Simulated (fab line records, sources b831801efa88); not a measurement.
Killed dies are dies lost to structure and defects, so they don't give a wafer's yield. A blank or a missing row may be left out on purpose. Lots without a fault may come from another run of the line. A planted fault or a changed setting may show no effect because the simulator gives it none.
fab line records | flow sky130
record lots=10 wafers=30 last_day=50
route steps=708 shown METAL2@501 VIA2@509 VIA4@639 PAD_OPEN@708
lots that met no fault: from a run of the same line without faults
start_h: hours from the record's first day to the start of the lot's first wafer shown | wait_h: hours since the lot's step before | " the same as in the row above | L1.1+2: a row that stands for several wafers | - no value, or no start given | * or withheld: withheld | < > ~ a bound
route shown NAME@n: a module of which the file shows steps, and the number in the route of the first | usual: mean/standard deviation of fault-free wafers | same: alike in all rows | chamber/n: place in a boat | sites: the reading at each site | _std_site: their standard deviation | _edge_site: outer sites' mean less inner sites' | radius_mm: how far each site lies from the wafer's centre | mask NAME#n: copy n | behind: the tool/chamber that last shaped the wafer | hold: why the lot was held/for how many hours/how that ended | device: the transistor (n, p or np) that didn't switch | end of line: the same wafers' tests at the end of the route | a step without rows: its recipe alone | killed: dies lost to structure and defects at the first sort, not the wafer's yield | map: a wafer's dies, x killed, . not, _ none there
set.NAME: the setting as run; set.NAME@STEP: as run at that earlier step | model.NAME: the simulator's own value behind a step, which no gauge read
steps of the route over a sample of lots; a table a step, a row a wafer
services: from which hour (start_h, from the record's first day; less than 0 if before it) a tool's chamber was out of use, for how many hours, and why
## steps
# step SKY_METAL2_ETCH_18
# recipe chemistry=N2/H2 target=BARC ion_energy_ev=200 bias_w=100 pressure_mtorr=30 n2_flow_sccm=100 h2_flow_sccm=200 icp_w=500 stop_on=SiO2 time_s=45.9 target_depth_a=600
# usual chamber_pressure_mTorr=30.002/0.028 drypump_motor_current_A=5.8/0.44 oes_product_au=0.855/0.0046 throttle_valve_pct=13.224/0.0091
# same time_s=45.9
# columns lot.wafer tool chamber start_h wait_h chamber_pressure_mTorr drypump_motor_current_A oes_product_au rf_hours_counter_h throttle_valve_pct
L614.1 rie_metal-04 0 832.46 0.0 30.026 6.5 0.852 15 13.212
L614.3 " 1 " " 30.027 5.7 0.855 - 13.221
L614.6 " 1 " " 30.032 5.7 0.855 - 13.236
L619.2 rie_metal-03 0 866.41 0.0 29.968 5.4 0.851 17 13.230
L619.3 " 0 " " 30.041 5.4 0.856 - 13.235
L619.4 " 1 " " 30.037 6.2 0.855 - 13.214
L620.1 rie_metal-04 1 872.64 0.1 30.013 5.7 0.856 8 13.230
L620.2 " 1 " " 29.983 5.7 0.852 - 13.228
L620.3 " 1 " " 29.958 5.7 0.854 - 13.230
L622.1 rie_metal-04 0 885.46 0.0 29.985 6.4 0.850 0 13.220
L622.2 " 1 " " 30.018 5.7 0.850 9 13.219
L622.5 " 1 " " 29.999 5.7 0.848 - 13.248
L626.1 rie_metal-03 1 911.39 0.0 30.055 6.3 0.849 7 13.255
L626.4 " 1 " " 30.004 6.2 0.850 - 13.222
L626.6 " 1 " " 29.989 6.3 0.850 - 13.212
L629.2 rie_metal-01 0 932.94 0.0 30.023 5.7 0.849 10 13.218
L629.3 " 0 " " 29.982 5.6 0.858 - 13.220
L629.6 " 1 " " 29.990 5.2 0.862 - 13.224
L630.1 rie_metal-01 0 939.36 0.0 29.959 5.7 0.855 11 13.217
L630.2 " 1 " " 30.011 5.2 0.860 13 13.218
L630.4 " 1 " " 29.947 5.2 0.859 - 13.228
L631.2 rie_metal-03 0 944.59 0.0 29.978 5.4 0.862 20 13.216
L631.4 " 1 " " 29.983 6.2 0.854 - 13.222
L631.6 " 1 " " 30.020 6.2 0.846 - 13.223
L632.1 rie_metal-04 0 957.45 0.0 30.059 6.4 0.863 4 13.230
L632.3 " 1 " " 29.996 5.7 0.851 - 13.214
L632.6 " 1 " " 29.936 5.7 0.854 - 13.236
L636.1 rie_metal-04 0 981.91 0.0 30.011 6.5 0.852 5 13.229
L636.3 " 0 " " 30.046 6.5 0.855 - 13.225
L636.5 " 1 " " 30.005 5.7 0.859 - 13.215
# step SKY_METAL2_METAL_ETCH_19
# recipe target_depth_a=3600 stop_on=SiO2 over_etch_frac=0.3 time_s=78 chemistry=Cl2/BCl3 resist_sidewall_deg=88 pressure_mtorr=10 icp_w=900 bias_w=48.5 Cl2_flow_sccm=60 bcl3_flow_sccm=30
# usual bcl3_flow_sccm=30.02/0.1 chamber_pressure_mTorr=10.000/0.0089 drypump_motor_current_A=5.8/0.44 mfc_cl2_sccm=59.99/0.18 oes_product_au=0.855/0.0055 throttle_valve_pct=22.264/0.0086
# same time_s=78
# columns lot.wafer tool chamber start_h wait_h bcl3_flow_sccm chamber_pressure_mTorr drypump_motor_current_A mfc_cl2_sccm oes_product_au rf_hours_counter_h throttle_valve_pct
L614.1 rie_metal-04 0 832.53 0.0 30.27 9.995 6.5 60.02 0.849 15 22.264
L614.3 " 1 " " 30.01 9.988 5.7 60.11 0.855 - 22.275
L614.6 " 1 " " 30.01 9.999 5.7 59.73 0.850 - 22.269
L619.2 rie_metal-03 0 866.48 0.0 30.09 9.994 5.4 59.96 0.867 17 22.271
L619.3 " 0 " " 29.98 9.995 5.3 59.77 0.857 - 22.258
L619.4 " 1 " " 30.10 9.995 6.2 59.96 0.864 - 22.260
L620.1 rie_metal-04 1 872.77 0.1 30.21 10.005 5.7 59.95 0.852 8 22.247
L620.2 " 1 " " 30.15 10.007 5.7 60.07 0.850 - 22.271
L620.3 " 1 " " 30.08 10.004 5.7 60.02 0.855 - 22.262
L622.1 rie_metal-04 0 885.53 0.0 30.01 10.010 6.5 59.74 0.863 0 22.256
L622.2 " 1 " " 29.82 10.010 5.7 59.87 0.857 9 22.275
L622.5 " 1 " " 29.87 9.995 5.7 59.97 0.851 - 22.291
L626.1 rie_metal-03 1 911.46 0.0 30.01 10.008 6.2 59.98 0.849 7 22.279
L626.4 " 1 " " 29.95 9.996 6.2 59.87 0.844 - 22.275
L626.6 " 1 " " 29.78 9.997 6.2 60.03 0.860 - 22.262
L629.2 rie_metal-01 0 933.01 0.0 30.05 10.003 5.7 59.63 0.849 10 22.274
L629.3 " 0 " " 29.94 10.031 5.7 59.94 0.858 - 22.258
L629.6 " 1 " " 30.16 9.994 5.1 59.67 0.853 - 22.261
L630.1 rie_metal-01 0 939.43 0.0 30.00 9.991 5.6 59.85 0.854 11 22.262
L630.2 " 1 " " 29.93 9.992 5.2 59.85 0.849 13 22.270
L630.4 " 1 " " 29.94 9.997 5.2 60.24 0.851 - 22.264
L631.2 rie_metal-03 0 944.66 0.0 30.06 10.008 5.3 60.26 0.857 20 22.263
L631.4 " 1 " " 29.98 9.981 6.2 60.10 0.857 - 22.250
L631.6 " 1 " " 30.07 9.994 6.2 59.94 0.848 - 22.269
L632.1 rie_metal-04 0 957.51 0.0 29.95 10.013 6.5 60.14 0.851 4 22.264
L632.3 " 1 " " 29.98 9.992 5.7 59.91 0.852 - 22.259
L632.6 " 1 " " 30.06 10.007 5.7 59.78 0.860 - 22.264
L636.1 rie_metal-04 0 981.98 0.0 29.96 9.988 6.4 59.98 0.859 6 22.265
L636.3 " 0 " " 29.89 9.996 6.5 60.06 0.851 - 22.270
L636.5 " 1 " " 29.97 10.003 5.7 60.23 0.853 - 22.264
# step SKY_VIA2_CMP_02
# recipe material=SiO2 down_force_psi=4 platen_rpm=60 pad_velocity_m_s=0.94248
# usual motor_current_A=12.4/1.1
# columns lot.wafer tool chamber start_h wait_h motor_current_A
L614.1 cmp-01 3 833.39 0.1 13.0
L614.3 " 0 " " 13.6
L614.6 " 0 " " 13.0
L619.4 cmp-01 1 867.35 0.0 12.7
L619.2 " 2 " " 11.8
L619.3 " 3 " " 13.4
L620.2 cmp-02 1 873.77 0.0 12.4
L620.3 " 2 " " 10.9
L620.1 " 3 " " 10.1
L622.2 cmp-02 1 886.40 0.0 11.7
L622.1 " 0 " " 13.2
L622.5 " 2 " " 10.5
L626.4 cmp-02 2 912.68 0.4 10.7
L626.1 " 3 " " 9.6
L626.6 " 2 " " 10.8
L629.3 cmp-01 0 933.97 0.1 13.4
L629.2 " 1 " " 13.4
L629.6 " 0 " " 12.9
L630.2 cmp-01 1 940.36 0.0 12.6
L630.4 " 2 " " 12.3
L630.1 " 3 " " 13.1
L631.4 cmp-01 0 945.54 0.0 13.3
L631.2 " 3 " " 13.0
L631.6 " 0 " " 13.2
L632.1 cmp-01 0 958.46 0.1 12.8
L632.3 " 2 " " 12.4
L632.6 " 1 " " 12.7
L636.1 cmp-02 2 982.89 0.1 10.9
L636.3 " 0 " " 13.8
L636.5 " 3 " " 10.2
# step SKY_VIA4_HDPCVD_00
# recipe material=SiO2 target_thk_nm=1750 sigma_open_frac=0.3 time_s=291.7 temp_c=400 sih4_flow_sccm=60 pressure_mtorr=6
# usual pressure_mtorr=6.001/0.012 sih4_flow_sccm=59.99/0.18
# same time_s=291.7
# columns lot.wafer tool chamber start_h wait_h pressure_mtorr sih4_flow_sccm
L614.1 hdpcvd-01 2 994.50 0.0 6.002 59.92
L614.3 " 1 " " 6.013 59.94
L614.6 " 2 " " 6.006 59.72
L619.2 hdpcvd-01 1 1022.19 0.0 6.005 59.90
L619.3 " 2 " " 6.001 60.06
L619.4 " 2 " " 6.026 60.07
L620.1 hdpcvd-02 1 1028.54 0.0 5.991 59.98
L620.2 " 0 " " 6.000 59.89
L620.3 " 2 " " 6.009 60.11
L622.1 hdpcvd-01 2 1040.30 0.0 5.978 59.74
L622.2 " 0 " " 5.982 59.72
L622.5 " 1 " " 5.979 60.11
L626.1 hdpcvd-01 0 1064.94 0.0 6.008 59.92
L626.4 " 2 " " 6.004 60.05
L626.6 " 0 " " 6.002 59.84
L629.2 hdpcvd-01 0 1083.16 0.0 5.992 89.98
L629.3 " 1 " " 6.006 90.11
L629.6 " 1 " " 5.999 89.98
L630.1 hdpcvd-01 1 1088.37 0.0 6.028 90.01
L630.2 " 0 " " 5.984 89.89
L630.4 " 0 " " 6.011 90.29
L631.2 hdpcvd-01 2 1092.41 0.0 6.008 89.90
L631.4 " 2 " " 6.004 90.17
L631.6 " 0 " " 6.009 89.95
L632.1 hdpcvd-02 0 1103.29 0.0 6.025 60.19
L632.3 " 2 " " 6.003 60.24
L632.6 " 1 " " 6.000 60.06
L636.1 hdpcvd-02 1 1122.42 0.0 5.998 60.29
L636.3 " 0 " " 5.992 60.13
L636.5 " 0 " " 6.003 59.93
# step SKY_VIA4_THK_MEAS_01
# recipe reads=SiO2_of_VIA4_HDPCVD_00
# usual VIA4_HDPCVD_THK=1764/23
# columns lot.wafer tool chamber start_h wait_h VIA4_HDPCVD_THK[nm]
L614.1 film_metro-02 - 994.68 0.1 1787
L614.3 " - " " 1775
L614.6 " - " " 1786
L619.2 film_metro-02 - 1022.38 0.1 1749
L619.3 " - " " 1775
L619.4 " - " " 1772
L620.1 film_metro-03 - 1028.72 0.1 1758
L620.2 " - " " 1747
L620.3 " - " " 1808
L622.1 film_metro-02 - 1040.48 0.1 1795
L622.2 " - " " 1774
L622.5 " - " " 1741
L626.1 film_metro-04 - 1065.12 0.1 1786
L626.4 " - " " 1783
L626.6 " - " " 1773
L629.2 film_metro-02 - 1083.35 0.1 2653
L629.3 " - " " 2618
L629.6 " - " " 2626
L630.1 film_metro-03 - 1088.55 0.1 2626
L630.2 " - " " 2636
L630.4 " - " " 2655
L631.2 film_metro-02 - 1092.60 0.1 2678
L631.4 " - " " 2672
L631.6 " - " " 2675
L632.1 film_metro-03 - 1103.47 0.1 1732
L632.3 " - " " 1765
L632.6 " - " " 1737
L636.1 film_metro-02 - 1122.60 0.1 1743
L636.3 " - " " 1741
L636.5 " - " " 1743
# step SKY_PAD_OPEN_PROBE_99
# usual defect_limited_yield=82.4/2 killed_at_M0_to_M3=43/6.7 killed_at_M4_up=3.2/2.1 killed_at_contacts=25/5.9 killed_at_front_end=16/4.7 killed_at_other=0.3/0.54 killed_dies=87/9.8 killed_open=47/6.7 killed_short=40/6.5 sort_bin_3_pad_short=0.9/0.45 sort_bin_5_function=10.5/1.5 sort_bin_6_memory=6.2/1.2 sort_n_pass=405/9.8 sort_yield_pct=82.4/2
# same gross_dies=492 killed_at_back_side=0 sort_bin_4_leakage[%]=0 sort_bin_8_speed[%]=0
# columns lot.wafer tool chamber start_h wait_h defect_limited_yield[%] killed_at_M0_to_M3 killed_at_M4_up killed_at_contacts killed_at_front_end killed_at_other killed_dies killed_open killed_short sort_bin_3_pad_short[%] sort_bin_5_function[%] sort_bin_6_memory[%] sort_n_pass sort_yield_pct[%]
L620.1 prober-02 - 1119.24 0.1 83.3 42 7 27 6 0 82 45 36 0.8 9.8 6.1 410 83.3
L620.2 prober-02 - 1119.29 0.1 82.1 46 4 21 17 0 88 42 44 0.6 11.4 5.9 404 82.1
L620.3 prober-02 - 1119.34 0.2 79.9 63 0 22 14 0 99 60 38 1.0 11.6 7.5 393 79.9
L622.1 prober-02 - 1130.28 0.1 84.1 38 6 20 13 1 78 41 36 1.0 9.3 5.5 414 84.1
L622.2 prober-02 - 1130.33 0.1 83.1 34 3 32 13 1 83 41 42 0.8 11.2 4.9 409 83.1
L622.5 prober-02 - 1130.48 0.2 82.1 49 2 22 15 0 88 48 40 0.8 11.0 6.1 404 82.1
L629.2 prober-01 - 1166.38 0.1 82.7 44 4 25 12 0 85 49 36 1.6 10.4 5.3 407 82.7
L629.3 prober-01 - 1166.43 0.2 83.1 36 5 30 12 0 83 43 39 1.4 10.0 5.5 409 83.1
L629.6 prober-01 - 1166.58 0.2 80.5 52 2 27 15 0 96 55 41 0.8 12.4 6.3 396 80.5
L632.1 prober-02 - 1181.98 0.1 81.1 51 3 20 19 0 93 46 46 0.6 10.4 7.9 399 81.1
L632.3 prober-02 - 1182.08 0.2 82.9 41 2 21 20 0 84 43 41 0.6 10.0 6.5 408 82.9
L632.6 prober-02 - 1182.23 0.2 81.5 48 2 22 19 0 91 43 46 1.0 10.2 7.3 401 81.5
# killed by level:class
L620.1 LI_CONTACT:geometric_particle:open=13 VIA1:geometric_particle:open=13 VIA3:geometric_particle:open=6 METAL4:geometric_particle:short=6 METAL2:geometric_particle:short=5 CONTACT:geometric_particle:short=5 LI_CONTACT:geometric_particle:short=5 METAL1:geometric_particle:short=5
L620.2 VIA1:geometric_particle:open=10 LI_CONTACT:geometric_particle:open=7 CONTACT:geometric_particle:open=7 METAL1:geometric_particle:short=6 METAL2:geometric_particle:short=6 VIA3:geometric_particle:open=5 VIA1:geometric_particle:short=5 POLY_GATE:geometric_particle:short=4
L620.3 VIA1:geometric_particle:open=15 METAL1:geometric_particle:short=11 VIA2:geometric_particle:open=10 CONTACT:geometric_particle:open=9 VIA3:geometric_particle:open=8 LI_CONTACT:geometric_particle:open=7 METAL2:geometric_particle:short=7 VIA1:geometric_particle:short=5
L622.1 VIA1:geometric_particle:open=9 VIA1:geometric_particle:short=8 FIELD_ISO:geometric_particle:open=5 CONTACT:geometric_particle:open=5 METAL1:geometric_particle:short=5 LOCAL_INTERCONNECT:geometric_particle:short=4 VIA2:geometric_particle:open=4 VIA3:geometric_particle:open=4
L622.2 LI_CONTACT:geometric_particle:open=10 LOCAL_INTERCONNECT:geometric_particle:short=7 CONTACT:geometric_particle:short=7 VIA1:geometric_particle:open=7 CONTACT:geometric_particle:open=6 METAL1:geometric_particle:short=6 POLY_GATE:geometric_particle:open=4 VIA3:geometric_particle:short=4
L622.5 VIA1:geometric_particle:open=11 LI_CONTACT:geometric_particle:open=9 CONTACT:geometric_particle:open=7 VIA2:geometric_particle:open=7 VIA1:geometric_particle:short=6 VIA3:geometric_particle:open=6 METAL1:geometric_particle:short=6 FIELD_ISO:geometric_particle:short=5
L629.2 VIA1:geometric_particle:open=14 LI_CONTACT:geometric_particle:open=10 CONTACT:geometric_particle:open=7 METAL3:geometric_particle:short=5 METAL1:geometric_particle:short=4 CONTACT:geometric_particle:short=4 VIA2:geometric_particle:open=4 VIA3:geometric_particle:open=4
L629.3 CONTACT:geometric_particle:open=11 LI_CONTACT:geometric_particle:open=8 VIA1:geometric_particle:open=8 METAL2:geometric_particle:short=7 METAL1:geometric_particle:short=6 LI_CONTACT:geometric_particle:short=4 VIA2:geometric_particle:open=4 VIA1:geometric_particle:short=4
L629.6 VIA1:geometric_particle:open=15 CONTACT:geometric_particle:open=10 VIA3:geometric_particle:open=10 VIA2:geometric_particle:open=8 POLY_GATE:geometric_particle:short=6 CONTACT:geometric_particle:short=6 LOCAL_INTERCONNECT:geometric_particle:short=4 VIA3:geometric_particle:short=4
L632.1 VIA1:geometric_particle:open=11 METAL1:geometric_particle:short=8 VIA3:geometric_particle:open=7 CONTACT:geometric_particle:open=7 METAL2:geometric_particle:short=7 METAL3:geometric_particle:short=6 FIELD_ISO:geometric_particle:short=5 POLY_GATE:geometric_particle:open=5
L632.3 VIA1:geometric_particle:open=12 VIA2:geometric_particle:open=7 FIELD_ISO:geometric_particle:short=6 CONTACT:geometric_particle:open=6 POLY_GATE:geometric_particle:short=5 LOCAL_INTERCONNECT:geometric_particle:short=5 VIA3:geometric_particle:open=5 METAL2:geometric_particle:short=5
L632.6 LI_CONTACT:geometric_particle:open=10 VIA3:geometric_particle:open=9 VIA1:geometric_particle:open=8 METAL1:geometric_particle:short=8 METAL3:geometric_particle:short=7 POLY_GATE:geometric_particle:short=6 METAL2:geometric_particle:short=5 FIELD_ISO:geometric_particle:short=4
## services
# columns tool chamber start_h hours kind
cmp-01 - 820.68 5.3 pm
rie_metal-01 - 827.99 2.8 pm
rie_metal-01 - 844.73 1.6 repair
hdpcvd-01 - 849.09 0.2 repair
rie_metal-04 1 896.84 24.1 repair
hdpcvd-01 0 903.85 4.0 repair
hdpcvd-02 0 906.57 13.5 repair
cmp-01 - 912.24 4.0 pm
rie_metal-04 - 937.36 1.5 repair
rie_metal-04 1 949.25 5.2 repair
rie_metal-03 1 956.61 16.4 repair
cmp-02 - 957.90 1.1 repair
rie_metal-04 - 966.36 0.9 repair
cmp-02 - 991.69 18.6 pm
cmp-02 - 1011.35 2.3 repair
rie_metal-04 - 1040.55 1.4 pm
rie_metal-04 - 1056.39 3.9 repair
cmp-02 - 1082.50 4.4 repair
cmp-02 - 1086.86 4.0 pm
cmp-02 - 1089.75 0.6 repair
hdpcvd-01 - 1098.45 6.0 pm
cmp-01 - 1103.30 4.3 pm
rie_metal-03 - 1107.16 1.6 repair
cmp-02 - 1116.03 5.3 pm
## key
first_sign step=SKY_VIA4_HDPCVD_00 reading=sih4_flow_sccm direction=up sigmas=99+ usual=59.99 struck=90.03
effect step=SKY_VIA4_THK_MEAS_01 reading=VIA4_HDPCVD_THK direction=up sigmas=38 usual=1764 struck=2649
met_at SKY_VIA4_HDPCVD_00
struck_lots L629,L630,L631
not_acting_at SKY_METAL2_ETCH_18,SKY_METAL2_METAL_ETCH_19,SKY_VIA2_CMP_02
onset_between 1064.94 1083.16
fault kind=process_parameter_drift tool=hdpcvd-01 chamber=- onset_h=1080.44 steps=SKY_VIA4_HDPCVD_00 channel=sih4_flow_sccm offset=30 shape=step end_h=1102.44 acts_in=these_recipes_only stated=60
